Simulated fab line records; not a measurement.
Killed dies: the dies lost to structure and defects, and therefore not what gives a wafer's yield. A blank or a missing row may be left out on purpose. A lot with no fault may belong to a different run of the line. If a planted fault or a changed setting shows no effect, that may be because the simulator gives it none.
fab line records || flow gf180mcu || part 2 of 2: steps 31 to 39 of 39
[record] {"lots": 5, "wafers": 15, "last-day": 32}
route steps=602 shown VT_IMPLANT@100 MVSD@136 NWELL@137 LVPWELL@138
lots that met no fault: taken from a fault-free run of the same line
start-h: hours from the record's first day to the start of the lot's first wafer shown || wait-h: hours from the lot's prior step to this one || " as in the row above || L1.1+2: several wafers, shown together as one row || - no value, or no start given || * or withheld: withheld || < > ~ a bound
route shown NAME@n: a module of which the file shows steps, and the number in the route of the first || usual: mean and standard deviation over wafers with no fault || same: alike in all rows || chamber/n: place in a boat || sites: readings site by site || _std_site: their standard deviation || _edge_site: mean of outer sites minus mean of inner sites || radius-mm: how far each site lies from the wafer's centre || mask NAME#n: copy n || behind: the most recent tool/chamber to have shaped the wafer || hold: cause of the lot's hold/its duration in hours/its outcome || device: the n, p or np transistor that did not switch || end of line: at the end of the route, the tests of the same wafers || a step given without rows: its recipe and nothing more || killed: not the wafer's yield, but the dies lost to structure and defects at the first sort || map: the dies of a wafer, with x for killed, . for not killed, _ for no die there
set.NAME: the run value of the setting; set.NAME@STEP: its run value at that earlier step || model.NAME: the simulator's own value behind a step, which no gauge read
a table for each step, a row for each wafer; lots at some steps of the route
services: a tool's chamber out of use, with start hour (start-h, from the record's first day; less than 0 if before it), hours out, and reason
[[steps]]
[step GF_VT_IMPLANT_OVL_MEAS_40]
[usual] {"VT_IMPLANT_03_OVL": "0.8/1.5"}
{"lot.wafer": "L075.4", "tool": "overlay-01", "chamber": "-", "start-h": 168.69, "wait-h": 0.1, "VT_IMPLANT_03_OVL[nm]": 3.2}
{"lot.wafer": "L075.5", "tool": "overlay-01", "chamber": "-", "start-h": 168.69, "wait-h": 0.1, "VT_IMPLANT_03_OVL[nm]": 4.9}
{"lot.wafer": "L075.6", "tool": "overlay-01", "chamber": "-", "start-h": 168.69, "wait-h": 0.1, "VT_IMPLANT_03_OVL[nm]": 4.2}
{"lot.wafer": "L076.3", "tool": "overlay-02", "chamber": "-", "start-h": 173.72, "wait-h": 0.1, "VT_IMPLANT_03_OVL[nm]": 0.5}
{"lot.wafer": "L076.4", "tool": "overlay-02", "chamber": "-", "start-h": 173.72, "wait-h": 0.1, "VT_IMPLANT_03_OVL[nm]": 1.2}
{"lot.wafer": "L076.5", "tool": "overlay-02", "chamber": "-", "start-h": 173.72, "wait-h": 0.1, "VT_IMPLANT_03_OVL[nm]": 1.1}
{"lot.wafer": "L083.2", "tool": "overlay-01", "chamber": "-", "start-h": 214.94, "wait-h": 0.1, "VT_IMPLANT_03_OVL[nm]": 1.7}
{"lot.wafer": "L083.4", "tool": "overlay-01", "chamber": "-", "start-h": 214.94, "wait-h": 0.1, "VT_IMPLANT_03_OVL[nm]": 1.3}
{"lot.wafer": "L083.5", "tool": "overlay-01", "chamber": "-", "start-h": 214.94, "wait-h": 0.1, "VT_IMPLANT_03_OVL[nm]": 0.3}
{"lot.wafer": "L084.1", "tool": "overlay-01", "chamber": "-", "start-h": 223.07, "wait-h": 0.1, "VT_IMPLANT_03_OVL[nm]": 2.5}
{"lot.wafer": "L084.4", "tool": "overlay-01", "chamber": "-", "start-h": 223.07, "wait-h": 0.1, "VT_IMPLANT_03_OVL[nm]": 0.9}
{"lot.wafer": "L084.5", "tool": "overlay-01", "chamber": "-", "start-h": 223.07, "wait-h": 0.1, "VT_IMPLANT_03_OVL[nm]": 1.7}
{"lot.wafer": "L088.1", "tool": "overlay-02", "chamber": "-", "start-h": 251.71, "wait-h": 0.1, "VT_IMPLANT_03_OVL[nm]": 1.1}
{"lot.wafer": "L088.2", "tool": "overlay-02", "chamber": "-", "start-h": 251.71, "wait-h": 0.1, "VT_IMPLANT_03_OVL[nm]": 2.3}
{"lot.wafer": "L088.3", "tool": "overlay-02", "chamber": "-", "start-h": 251.71, "wait-h": 0.1, "VT_IMPLANT_03_OVL[nm]": 1.6}
[step GF_VT_IMPLANT_IMPLANT_41]
[recipe] {"species": "As", "energy-kev": 70, "dose-cm2": 1.013e+12, "tilt-deg": 7}
[usual] {"dose-ions-cm2": "1.0129e+12/1.1e+09"}
{"lot.wafer": "L075.4", "tool": "implanter-04", "chamber": 0, "start-h": 168.78, "wait-h": 0.1, "dose-ions-cm2": 1.0146e+12}
{"lot.wafer": "L075.5", "tool": "implanter-04", "chamber": 0, "start-h": 168.78, "wait-h": 0.1, "dose-ions-cm2": 1.0142e+12}
{"lot.wafer": "L075.6", "tool": "implanter-04", "chamber": 0, "start-h": 168.78, "wait-h": 0.1, "dose-ions-cm2": 1.0133e+12}
{"lot.wafer": "L076.3", "tool": "implanter-01", "chamber": 0, "start-h": 173.79, "wait-h": 0.1, "dose-ions-cm2": 1.013e+12}
{"lot.wafer": "L076.4", "tool": "implanter-01", "chamber": 0, "start-h": 173.79, "wait-h": 0.1, "dose-ions-cm2": 1.0129e+12}
{"lot.wafer": "L076.5", "tool": "implanter-01", "chamber": 0, "start-h": 173.79, "wait-h": 0.1, "dose-ions-cm2": 1.0109e+12}
{"lot.wafer": "L083.2", "tool": "implanter-02", "chamber": 0, "start-h": 215.00, "wait-h": 0.0, "dose-ions-cm2": 1.0129e+12}
{"lot.wafer": "L083.4", "tool": "implanter-02", "chamber": 0, "start-h": 215.00, "wait-h": 0.0, "dose-ions-cm2": 1.0139e+12}
{"lot.wafer": "L083.5", "tool": "implanter-02", "chamber": 0, "start-h": 215.00, "wait-h": 0.0, "dose-ions-cm2": 1.014e+12}
{"lot.wafer": "L084.1", "tool": "implanter-04", "chamber": 0, "start-h": 223.11, "wait-h": 0.0, "dose-ions-cm2": 1.0102e+12}
{"lot.wafer": "L084.4", "tool": "implanter-04", "chamber": 0, "start-h": 223.11, "wait-h": 0.0, "dose-ions-cm2": 1.0119e+12}
{"lot.wafer": "L084.5", "tool": "implanter-04", "chamber": 0, "start-h": 223.11, "wait-h": 0.0, "dose-ions-cm2": 1.0115e+12}
{"lot.wafer": "L088.1", "tool": "implanter-02", "chamber": 0, "start-h": 251.74, "wait-h": 0.0, "dose-ions-cm2": 1.0135e+12}
{"lot.wafer": "L088.2", "tool": "implanter-02", "chamber": 0, "start-h": 251.74, "wait-h": 0.0, "dose-ions-cm2": 1.0147e+12}
{"lot.wafer": "L088.3", "tool": "implanter-02", "chamber": 0, "start-h": 251.74, "wait-h": 0.0, "dose-ions-cm2": 1.0135e+12}
[step GF_VT_IMPLANT_STRIP_42]
[recipe] {"chemistry": "O2/N2", "power-w": 1400, "pressure-mtorr": 1500, "platen-temp-c": 250, "o2-flow-sccm": 3000, "n2-flow-sccm": 300, "overash-fraction": 0.5}
[usual] {"drypump-motor-current-A": "5.7/0.45", "heater-power-w": "364/46", "o2-flow-sccm": "3002/8.9", "oes-product-au": "0.716/0.0042", "strip-time-to-endpoint-s": "12.65/0.037"}
{"lot.wafer": "L075.4", "tool": "plasma-asher-03", "chamber": 0, "start-h": 168.89, "wait-h": 0.1, "drypump-motor-current-A": 5.5, "heater-power-w": 302, "o2-flow-sccm": 3009, "oes-product-au": 0.723, "rf-hours-counter-h": "-", "strip-time-to-endpoint-s": 12.65}
{"lot.wafer": "L075.5", "tool": "plasma-asher-03", "chamber": 1, "start-h": 168.89, "wait-h": 0.1, "drypump-motor-current-A": 6.1, "heater-power-w": 410, "o2-flow-sccm": 3002, "oes-product-au": 0.716, "rf-hours-counter-h": "-", "strip-time-to-endpoint-s": 12.63}
{"lot.wafer": "L075.6", "tool": "plasma-asher-03", "chamber": 0, "start-h": 168.89, "wait-h": 0.1, "drypump-motor-current-A": 5.5, "heater-power-w": 293, "o2-flow-sccm": 3006, "oes-product-au": 0.722, "rf-hours-counter-h": "-", "strip-time-to-endpoint-s": 12.69}
{"lot.wafer": "L076.3", "tool": "plasma-asher-04", "chamber": 1, "start-h": 173.93, "wait-h": 0.1, "drypump-motor-current-A": 6.2, "heater-power-w": 352, "o2-flow-sccm": 2996, "oes-product-au": 0.714, "rf-hours-counter-h": "-", "strip-time-to-endpoint-s": 12.61}
{"lot.wafer": "L076.4", "tool": "plasma-asher-04", "chamber": 0, "start-h": 173.93, "wait-h": 0.1, "drypump-motor-current-A": 5.4, "heater-power-w": 424, "o2-flow-sccm": 2995, "oes-product-au": 0.719, "rf-hours-counter-h": "-", "strip-time-to-endpoint-s": 12.64}
{"lot.wafer": "L076.5", "tool": "plasma-asher-04", "chamber": 1, "start-h": 173.93, "wait-h": 0.1, "drypump-motor-current-A": 6.2, "heater-power-w": 362, "o2-flow-sccm": 2996, "oes-product-au": 0.714, "rf-hours-counter-h": "-", "strip-time-to-endpoint-s": 12.60}
{"lot.wafer": "L083.2", "tool": "plasma-asher-04", "chamber": 0, "start-h": 215.12, "wait-h": 0.1, "drypump-motor-current-A": 5.4, "heater-power-w": 417, "o2-flow-sccm": 3007, "oes-product-au": 0.710, "rf-hours-counter-h": 10, "strip-time-to-endpoint-s": 12.63}
{"lot.wafer": "L083.4", "tool": "plasma-asher-04", "chamber": 1, "start-h": 215.12, "wait-h": 0.1, "drypump-motor-current-A": 6.2, "heater-power-w": 354, "o2-flow-sccm": 2998, "oes-product-au": 0.712, "rf-hours-counter-h": "-", "strip-time-to-endpoint-s": 12.63}
{"lot.wafer": "L083.5", "tool": "plasma-asher-04", "chamber": 0, "start-h": 215.12, "wait-h": 0.1, "drypump-motor-current-A": 5.4, "heater-power-w": 423, "o2-flow-sccm": 3005, "oes-product-au": 0.722, "rf-hours-counter-h": "-", "strip-time-to-endpoint-s": 12.64}
{"lot.wafer": "L084.1", "tool": "plasma-asher-01", "chamber": 0, "start-h": 223.26, "wait-h": 0.1, "drypump-motor-current-A": 5.8, "heater-power-w": 301, "o2-flow-sccm": 2993, "oes-product-au": 0.719, "rf-hours-counter-h": 59, "strip-time-to-endpoint-s": 12.62}
{"lot.wafer": "L084.4", "tool": "plasma-asher-01", "chamber": 1, "start-h": 223.26, "wait-h": 0.1, "drypump-motor-current-A": 4.8, "heater-power-w": 346, "o2-flow-sccm": 2999, "oes-product-au": 0.711, "rf-hours-counter-h": "-", "strip-time-to-endpoint-s": 12.63}
{"lot.wafer": "L084.5", "tool": "plasma-asher-01", "chamber": 1, "start-h": 223.26, "wait-h": 0.1, "drypump-motor-current-A": 4.8, "heater-power-w": 348, "o2-flow-sccm": 2998, "oes-product-au": 0.715, "rf-hours-counter-h": "-", "strip-time-to-endpoint-s": 12.67}
{"lot.wafer": "L088.1", "tool": "plasma-asher-01", "chamber": 0, "start-h": 251.89, "wait-h": 0.1, "drypump-motor-current-A": 5.8, "heater-power-w": 309, "o2-flow-sccm": 2991, "oes-product-au": 0.715, "rf-hours-counter-h": 62, "strip-time-to-endpoint-s": 12.61}
{"lot.wafer": "L088.2", "tool": "plasma-asher-01", "chamber": 1, "start-h": 251.89, "wait-h": 0.1, "drypump-motor-current-A": 4.8, "heater-power-w": 346, "o2-flow-sccm": 3006, "oes-product-au": 0.717, "rf-hours-counter-h": 62, "strip-time-to-endpoint-s": 12.60}
{"lot.wafer": "L088.3", "tool": "plasma-asher-01", "chamber": 1, "start-h": 251.89, "wait-h": 0.1, "drypump-motor-current-A": 4.8, "heater-power-w": 344, "o2-flow-sccm": 2991, "oes-product-au": 0.712, "rf-hours-counter-h": "-", "strip-time-to-endpoint-s": 12.66}
[step GF_VT_IMPLANT_TW_MEAS_43]
[usual] {"VT_IMPLANT_4_TW": "694/10"}
{"lot.wafer": "L075.4", "tool": "film-metro-04", "chamber": "-", "start-h": 168.99, "wait-h": 0.1, "VT_IMPLANT_4_TW": 706}
{"lot.wafer": "L075.5", "tool": "film-metro-04", "chamber": "-", "start-h": 168.99, "wait-h": 0.1, "VT_IMPLANT_4_TW": 705}
{"lot.wafer": "L075.6", "tool": "film-metro-04", "chamber": "-", "start-h": 168.99, "wait-h": 0.1, "VT_IMPLANT_4_TW": 707}
{"lot.wafer": "L076.3", "tool": "film-metro-04", "chamber": "-", "start-h": 174.01, "wait-h": 0.1, "VT_IMPLANT_4_TW": 706}
{"lot.wafer": "L076.4", "tool": "film-metro-04", "chamber": "-", "start-h": 174.01, "wait-h": 0.1, "VT_IMPLANT_4_TW": 704}
{"lot.wafer": "L076.5", "tool": "film-metro-04", "chamber": "-", "start-h": 174.01, "wait-h": 0.1, "VT_IMPLANT_4_TW": 701}
{"lot.wafer": "L083.2", "tool": "film-metro-02", "chamber": "-", "start-h": 215.23, "wait-h": 0.1, "VT_IMPLANT_4_TW": 674}
{"lot.wafer": "L083.4", "tool": "film-metro-02", "chamber": "-", "start-h": 215.23, "wait-h": 0.1, "VT_IMPLANT_4_TW": 676}
{"lot.wafer": "L083.5", "tool": "film-metro-02", "chamber": "-", "start-h": 215.23, "wait-h": 0.1, "VT_IMPLANT_4_TW": 677}
{"lot.wafer": "L084.1", "tool": "film-metro-03", "chamber": "-", "start-h": 223.36, "wait-h": 0.1, "VT_IMPLANT_4_TW": 695}
{"lot.wafer": "L084.4", "tool": "film-metro-03", "chamber": "-", "start-h": 223.36, "wait-h": 0.1, "VT_IMPLANT_4_TW": 698}
{"lot.wafer": "L084.5", "tool": "film-metro-03", "chamber": "-", "start-h": 223.36, "wait-h": 0.1, "VT_IMPLANT_4_TW": 698}
{"lot.wafer": "L088.1", "tool": "film-metro-03", "chamber": "-", "start-h": 251.99, "wait-h": 0.1, "VT_IMPLANT_4_TW": 701}
{"lot.wafer": "L088.2", "tool": "film-metro-03", "chamber": "-", "start-h": 251.99, "wait-h": 0.1, "VT_IMPLANT_4_TW": 699}
{"lot.wafer": "L088.3", "tool": "film-metro-03", "chamber": "-", "start-h": 251.99, "wait-h": 0.1, "VT_IMPLANT_4_TW": 698}
[step GF_VT_IMPLANT_CLEAN_44]
[recipe] {"chemistry": "SC1/SC2", "mix": "1:4:20", "temp-c": 70, "time-s": 150, "dry": "n2-spin"}
[usual] {"temp-c": "69.96/0.11"}
{"lot.wafer": "L075.4", "tool": "wet-bench-02", "chamber": 1, "start-h": 169.02, "wait-h": 0.0, "temp-c": 70.00}
{"lot.wafer": "L075.5", "tool": "wet-bench-02", "chamber": 1, "start-h": 169.02, "wait-h": 0.0, "temp-c": 69.89}
{"lot.wafer": "L075.6", "tool": "wet-bench-02", "chamber": 1, "start-h": 169.02, "wait-h": 0.0, "temp-c": 69.95}
{"lot.wafer": "L076.3", "tool": "wet-bench-01", "chamber": 2, "start-h": 174.05, "wait-h": 0.0, "temp-c": 69.92}
{"lot.wafer": "L076.4", "tool": "wet-bench-01", "chamber": 2, "start-h": 174.05, "wait-h": 0.0, "temp-c": 69.78}
{"lot.wafer": "L076.5", "tool": "wet-bench-01", "chamber": 2, "start-h": 174.05, "wait-h": 0.0, "temp-c": 69.89}
{"lot.wafer": "L083.2", "tool": "wet-bench-01", "chamber": 3, "start-h": 215.28, "wait-h": 0.0, "temp-c": 69.82}
{"lot.wafer": "L083.4", "tool": "wet-bench-01", "chamber": 3, "start-h": 215.28, "wait-h": 0.0, "temp-c": 70.05}
{"lot.wafer": "L083.5", "tool": "wet-bench-01", "chamber": 3, "start-h": 215.28, "wait-h": 0.0, "temp-c": 69.99}
{"lot.wafer": "L084.1", "tool": "wet-bench-04", "chamber": 0, "start-h": 223.42, "wait-h": 0.1, "temp-c": 69.89}
{"lot.wafer": "L084.4", "tool": "wet-bench-04", "chamber": 0, "start-h": 223.42, "wait-h": 0.1, "temp-c": 70.02}
{"lot.wafer": "L084.5", "tool": "wet-bench-04", "chamber": 0, "start-h": 223.42, "wait-h": 0.1, "temp-c": 69.86}
{"lot.wafer": "L088.1", "tool": "wet-bench-01", "chamber": 1, "start-h": 252.05, "wait-h": 0.1, "temp-c": 69.86}
{"lot.wafer": "L088.2", "tool": "wet-bench-01", "chamber": 1, "start-h": 252.05, "wait-h": 0.1, "temp-c": 69.65}
{"lot.wafer": "L088.3", "tool": "wet-bench-01", "chamber": 1, "start-h": 252.05, "wait-h": 0.1, "temp-c": 69.73}
[step GF_VT_IMPLANT_RTA_45]
[recipe] {"temp-c": 1050, "time-s": 30, "ambient": "N2"}
[usual] {"lamp-power-pct": "34.9/2.1", "wafer_temp_C_max": "1055.7/1.3"}
{"lot.wafer": "L075.4", "tool": "rtp-anneal-02", "chamber": 0, "start-h": 169.12, "wait-h": 0.1, "lamp-power-pct": 36.9, "wafer_temp_C_max": 1055.1}
{"lot.wafer": "L075.5", "tool": "rtp-anneal-02", "chamber": 0, "start-h": 169.12, "wait-h": 0.1, "lamp-power-pct": 36.9, "wafer_temp_C_max": 1053.8}
{"lot.wafer": "L075.6", "tool": "rtp-anneal-02", "chamber": 0, "start-h": 169.12, "wait-h": 0.1, "lamp-power-pct": 37.0, "wafer_temp_C_max": 1055.1}
{"lot.wafer": "L076.3", "tool": "rtp-anneal-01", "chamber": 0, "start-h": 174.14, "wait-h": 0.0, "lamp-power-pct": 32.8, "wafer_temp_C_max": 1058.7}
{"lot.wafer": "L076.4", "tool": "rtp-anneal-01", "chamber": 0, "start-h": 174.14, "wait-h": 0.0, "lamp-power-pct": 32.9, "wafer_temp_C_max": 1057.5}
{"lot.wafer": "L076.5", "tool": "rtp-anneal-01", "chamber": 0, "start-h": 174.14, "wait-h": 0.0, "lamp-power-pct": 32.8, "wafer_temp_C_max": 1058.0}
{"lot.wafer": "L083.2", "tool": "rtp-anneal-01", "chamber": 0, "start-h": 215.35, "wait-h": 0.0, "lamp-power-pct": 32.9, "wafer_temp_C_max": 1057.4}
{"lot.wafer": "L083.4", "tool": "rtp-anneal-01", "chamber": 0, "start-h": 215.35, "wait-h": 0.0, "lamp-power-pct": 32.9, "wafer_temp_C_max": 1056.6}
{"lot.wafer": "L083.5", "tool": "rtp-anneal-01", "chamber": 0, "start-h": 215.35, "wait-h": 0.0, "lamp-power-pct": 32.8, "wafer_temp_C_max": 1056.5}
{"lot.wafer": "L084.1", "tool": "rtp-anneal-02", "chamber": 0, "start-h": 223.47, "wait-h": 0.0, "lamp-power-pct": 36.9, "wafer_temp_C_max": 1054.6}
{"lot.wafer": "L084.4", "tool": "rtp-anneal-02", "chamber": 0, "start-h": 223.47, "wait-h": 0.0, "lamp-power-pct": 37.0, "wafer_temp_C_max": 1055.1}
{"lot.wafer": "L084.5", "tool": "rtp-anneal-02", "chamber": 0, "start-h": 223.47, "wait-h": 0.0, "lamp-power-pct": 36.9, "wafer_temp_C_max": 1055.8}
{"lot.wafer": "L088.1", "tool": "rtp-anneal-02", "chamber": 0, "start-h": 252.10, "wait-h": 0.0, "lamp-power-pct": 37.0, "wafer_temp_C_max": 1056.0}
{"lot.wafer": "L088.2", "tool": "rtp-anneal-02", "chamber": 0, "start-h": 252.10, "wait-h": 0.0, "lamp-power-pct": 37.0, "wafer_temp_C_max": 1054.9}
{"lot.wafer": "L088.3", "tool": "rtp-anneal-02", "chamber": 0, "start-h": 252.10, "wait-h": 0.0, "lamp-power-pct": 36.9, "wafer_temp_C_max": 1056.6}
[step GF_VT_IMPLANT_RS_MEAS_46]
[recipe] {"thk-meas-gauge": "four-point-probe"}
[usual] {"MVSD_RS": "456.2/0.92"}
{"lot.wafer": "L075.4", "tool": "film-metro-02", "chamber": "-", "start-h": 169.23, "wait-h": 0.1, "MVSD_RS[ohm/sq]": 456.7}
{"lot.wafer": "L075.5", "tool": "film-metro-02", "chamber": "-", "start-h": 169.23, "wait-h": 0.1, "MVSD_RS[ohm/sq]": 455.8}
{"lot.wafer": "L075.6", "tool": "film-metro-02", "chamber": "-", "start-h": 169.23, "wait-h": 0.1, "MVSD_RS[ohm/sq]": 457.0}
{"lot.wafer": "L076.3", "tool": "film-metro-02", "chamber": "-", "start-h": 174.24, "wait-h": 0.1, "MVSD_RS[ohm/sq]": 456.2}
{"lot.wafer": "L076.4", "tool": "film-metro-02", "chamber": "-", "start-h": 174.24, "wait-h": 0.1, "MVSD_RS[ohm/sq]": 455.6}
{"lot.wafer": "L076.5", "tool": "film-metro-02", "chamber": "-", "start-h": 174.24, "wait-h": 0.1, "MVSD_RS[ohm/sq]": 456.7}
{"lot.wafer": "L083.2", "tool": "film-metro-04", "chamber": "-", "start-h": 215.45, "wait-h": 0.1, "MVSD_RS[ohm/sq]": 456.9}
{"lot.wafer": "L083.4", "tool": "film-metro-04", "chamber": "-", "start-h": 215.45, "wait-h": 0.1, "MVSD_RS[ohm/sq]": 456.0}
{"lot.wafer": "L083.5", "tool": "film-metro-04", "chamber": "-", "start-h": 215.45, "wait-h": 0.1, "MVSD_RS[ohm/sq]": 456.0}
{"lot.wafer": "L084.1", "tool": "film-metro-02", "chamber": "-", "start-h": 223.57, "wait-h": 0.1, "MVSD_RS[ohm/sq]": 457.7}
{"lot.wafer": "L084.4", "tool": "film-metro-02", "chamber": "-", "start-h": 223.57, "wait-h": 0.1, "MVSD_RS[ohm/sq]": 456.1}
{"lot.wafer": "L084.5", "tool": "film-metro-02", "chamber": "-", "start-h": 223.57, "wait-h": 0.1, "MVSD_RS[ohm/sq]": 456.4}
{"lot.wafer": "L088.1", "tool": "film-metro-04", "chamber": "-", "start-h": 252.20, "wait-h": 0.1, "MVSD_RS[ohm/sq]": 457.3}
{"lot.wafer": "L088.2", "tool": "film-metro-04", "chamber": "-", "start-h": 252.20, "wait-h": 0.1, "MVSD_RS[ohm/sq]": 457.8}
{"lot.wafer": "L088.3", "tool": "film-metro-04", "chamber": "-", "start-h": 252.20, "wait-h": 0.1, "MVSD_RS[ohm/sq]": 457.3}
[step GF_VT_IMPLANT_RS_MEAS_47]
[recipe] {"thk-meas-gauge": "four-point-probe"}
[usual] {"NWELL_RS": "487.7/1.2"}
{"lot.wafer": "L075.4", "tool": "film-metro-02", "chamber": "-", "start-h": 169.35, "wait-h": 0.1, "NWELL_RS[ohm/sq]": 489.4}
{"lot.wafer": "L075.5", "tool": "film-metro-02", "chamber": "-", "start-h": 169.35, "wait-h": 0.1, "NWELL_RS[ohm/sq]": 489.8}
{"lot.wafer": "L075.6", "tool": "film-metro-02", "chamber": "-", "start-h": 169.35, "wait-h": 0.1, "NWELL_RS[ohm/sq]": 488.8}
{"lot.wafer": "L076.3", "tool": "film-metro-02", "chamber": "-", "start-h": 174.36, "wait-h": 0.1, "NWELL_RS[ohm/sq]": 488.2}
{"lot.wafer": "L076.4", "tool": "film-metro-02", "chamber": "-", "start-h": 174.36, "wait-h": 0.1, "NWELL_RS[ohm/sq]": 487.7}
{"lot.wafer": "L076.5", "tool": "film-metro-02", "chamber": "-", "start-h": 174.36, "wait-h": 0.1, "NWELL_RS[ohm/sq]": 488.4}
{"lot.wafer": "L083.2", "tool": "film-metro-04", "chamber": "-", "start-h": 215.57, "wait-h": 0.1, "NWELL_RS[ohm/sq]": 486.7}
{"lot.wafer": "L083.4", "tool": "film-metro-04", "chamber": "-", "start-h": 215.57, "wait-h": 0.1, "NWELL_RS[ohm/sq]": 486.9}
{"lot.wafer": "L083.5", "tool": "film-metro-04", "chamber": "-", "start-h": 215.57, "wait-h": 0.1, "NWELL_RS[ohm/sq]": 487.6}
{"lot.wafer": "L084.1", "tool": "film-metro-02", "chamber": "-", "start-h": 223.69, "wait-h": 0.1, "NWELL_RS[ohm/sq]": 489.1}
{"lot.wafer": "L084.4", "tool": "film-metro-02", "chamber": "-", "start-h": 223.69, "wait-h": 0.1, "NWELL_RS[ohm/sq]": 488.4}
{"lot.wafer": "L084.5", "tool": "film-metro-02", "chamber": "-", "start-h": 223.69, "wait-h": 0.1, "NWELL_RS[ohm/sq]": 489.7}
{"lot.wafer": "L088.1", "tool": "film-metro-04", "chamber": "-", "start-h": 252.32, "wait-h": 0.1, "NWELL_RS[ohm/sq]": 486.7}
{"lot.wafer": "L088.2", "tool": "film-metro-04", "chamber": "-", "start-h": 252.32, "wait-h": 0.1, "NWELL_RS[ohm/sq]": 489.6}
{"lot.wafer": "L088.3", "tool": "film-metro-04", "chamber": "-", "start-h": 252.32, "wait-h": 0.1, "NWELL_RS[ohm/sq]": 488.4}
[step GF_VT_IMPLANT_RS_MEAS_48]
[recipe] {"thk-meas-gauge": "four-point-probe"}
[usual] {"LVPWELL_RS": "1196/3.3"}
{"lot.wafer": "L075.4", "tool": "film-metro-02", "chamber": "-", "start-h": 169.47, "wait-h": 0.1, "LVPWELL_RS[ohm/sq]": 1201}
{"lot.wafer": "L075.5", "tool": "film-metro-02", "chamber": "-", "start-h": 169.47, "wait-h": 0.1, "LVPWELL_RS[ohm/sq]": 1198}
{"lot.wafer": "L075.6", "tool": "film-metro-02", "chamber": "-", "start-h": 169.47, "wait-h": 0.1, "LVPWELL_RS[ohm/sq]": 1196}
{"lot.wafer": "L076.3", "tool": "film-metro-02", "chamber": "-", "start-h": 174.48, "wait-h": 0.1, "LVPWELL_RS[ohm/sq]": 1205}
{"lot.wafer": "L076.4", "tool": "film-metro-02", "chamber": "-", "start-h": 174.48, "wait-h": 0.1, "LVPWELL_RS[ohm/sq]": 1200}
{"lot.wafer": "L076.5", "tool": "film-metro-02", "chamber": "-", "start-h": 174.48, "wait-h": 0.1, "LVPWELL_RS[ohm/sq]": 1204}
{"lot.wafer": "L083.2", "tool": "film-metro-04", "chamber": "-", "start-h": 215.69, "wait-h": 0.1, "LVPWELL_RS[ohm/sq]": 1197}
{"lot.wafer": "L083.4", "tool": "film-metro-04", "chamber": "-", "start-h": 215.69, "wait-h": 0.1, "LVPWELL_RS[ohm/sq]": 1195}
{"lot.wafer": "L083.5", "tool": "film-metro-04", "chamber": "-", "start-h": 215.69, "wait-h": 0.1, "LVPWELL_RS[ohm/sq]": 1198}
{"lot.wafer": "L084.1", "tool": "film-metro-02", "chamber": "-", "start-h": 223.81, "wait-h": 0.1, "LVPWELL_RS[ohm/sq]": 1200}
{"lot.wafer": "L084.4", "tool": "film-metro-02", "chamber": "-", "start-h": 223.81, "wait-h": 0.1, "LVPWELL_RS[ohm/sq]": 1201}
{"lot.wafer": "L084.5", "tool": "film-metro-02", "chamber": "-", "start-h": 223.81, "wait-h": 0.1, "LVPWELL_RS[ohm/sq]": 1200}
{"lot.wafer": "L088.1", "tool": "film-metro-04", "chamber": "-", "start-h": 252.44, "wait-h": 0.1, "LVPWELL_RS[ohm/sq]": 1193}
{"lot.wafer": "L088.2", "tool": "film-metro-04", "chamber": "-", "start-h": 252.44, "wait-h": 0.1, "LVPWELL_RS[ohm/sq]": 1196}
{"lot.wafer": "L088.3", "tool": "film-metro-04", "chamber": "-", "start-h": 252.44, "wait-h": 0.1, "LVPWELL_RS[ohm/sq]": 1195}
[[services]]
{"tool": "iline-stepper-01", "chamber": "-", "start-h": 104.95, "hours": 0.8, "kind": "pm"}
{"tool": "plasma-asher-04", "chamber": "-", "start-h": 108.75, "hours": 9.0, "kind": "pm"}
{"tool": "plasma-asher-04", "chamber": 0, "start-h": 108.75, "hours": 9.0, "kind": "vent-cycle"}
{"tool": "plasma-asher-04", "chamber": 1, "start-h": 108.75, "hours": 9.0, "kind": "vent-cycle"}
{"tool": "implanter-01", "chamber": "-", "start-h": 111.09, "hours": 6.3, "kind": "pm"}
{"tool": "plasma-asher-04", "chamber": 0, "start-h": 117.75, "hours": "-", "kind": "clean"}
{"tool": "plasma-asher-04", "chamber": 1, "start-h": 117.75, "hours": "-", "kind": "clean"}
{"tool": "iline-stepper-01", "chamber": "-", "start-h": 137.17, "hours": 4.4, "kind": "pm"}
{"tool": "plasma-asher-03", "chamber": "-", "start-h": 139.99, "hours": 6.5, "kind": "repair"}
{"tool": "iline-stepper-02", "chamber": "-", "start-h": 141.65, "hours": 2.1, "kind": "pm"}
{"tool": "iline-stepper-02", "chamber": "-", "start-h": 143.73, "hours": "-", "kind": "consumable-replace:lamp"}
{"tool": "plasma-asher-01", "chamber": "-", "start-h": 178.67, "hours": 3.3, "kind": "pm"}
{"tool": "plasma-asher-03", "chamber": "-", "start-h": 181.07, "hours": 2.8, "kind": "pm"}
{"tool": "iline-stepper-02", "chamber": 0, "start-h": 191.53, "hours": "-", "kind": "calibration"}
{"tool": "plasma-asher-04", "chamber": "-", "start-h": 205.85, "hours": 3.9, "kind": "repair"}
{"tool": "implanter-02", "chamber": "-", "start-h": 229.35, "hours": 3.3, "kind": "repair"}
{"tool": "iline-stepper-02", "chamber": "-", "start-h": 232.75, "hours": 1.7, "kind": "pm"}
{"tool": "implanter-04", "chamber": "-", "start-h": 237.49, "hours": 0.9, "kind": "repair"}
{"tool": "implanter-02", "chamber": "-", "start-h": 241.71, "hours": 3.0, "kind": "repair"}
{"tool": "implanter-01", "chamber": "-", "start-h": 242.09, "hours": 2.2, "kind": "repair"}
